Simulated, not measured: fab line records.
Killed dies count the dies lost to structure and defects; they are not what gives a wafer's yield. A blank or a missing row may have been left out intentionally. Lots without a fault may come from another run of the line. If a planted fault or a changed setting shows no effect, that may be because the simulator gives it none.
Matching of chambers | flow sky130 | SKY_VIA1_HDPCVD_00 on hdpcvd-01 has 3 sister chambers
The step deposits SiO2, target thk 1030 nm, time 171.7 s. 3 wafers are shown with their chamber, then 7 later ones without.

== WAFERS, EACH WITH ITS CHAMBER ==
wafer  | chamber | sih4FlowSccm (sccm)
L195.6 | 2       | 59.96
L196.1 | 1       | 60.07
L196.2 | 0       | 60.42

== WAFERS WITHOUT THEIR CHAMBER ==
wafer  | sih4FlowSccm (sccm)
L196.3 | 60.17
L198.1 | 60.16
L198.3 | 60.19
L198.4 | 60.05
L202.4 | 60.13
L202.5 | 60.18
L202.6 | 60.03

== WHICH CHAMBER EACH WENT THROUGH ==
wafer  | from the rows above          | in truth
L196.3 | can't be placed: 1 or 2 or 0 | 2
L198.1 | can't be placed: 1 or 2      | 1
L198.3 | can't be placed: 1 or 2 or 0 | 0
L198.4 | can't be placed: 1 or 2      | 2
L202.4 | can't be placed: 1 or 2      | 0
L202.5 | can't be placed: 1 or 2 or 0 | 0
L202.6 | can't be placed: 1 or 2      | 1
0 of 7 placed correctly. Unplaceable from these rows: 7, with the true chamber sitting among the candidates in 6. Wrongly placed: 0.
How it was worked out, from the rows above alone: a wafer's distance from a chamber is the root of the sum, over the readings, of the square of ((its reading less the chamber's mean) divided by the reading's scatter). If the next closest chamber is less than 2 further off than the closest, the wafer can't be placed; otherwise it belongs to the closest. A chamber's mean is the mean of its shown wafers. The scatter: with one shown wafer a chamber, the root of the mean of the squares of how far each hidden wafer lies from its nearest shown one.
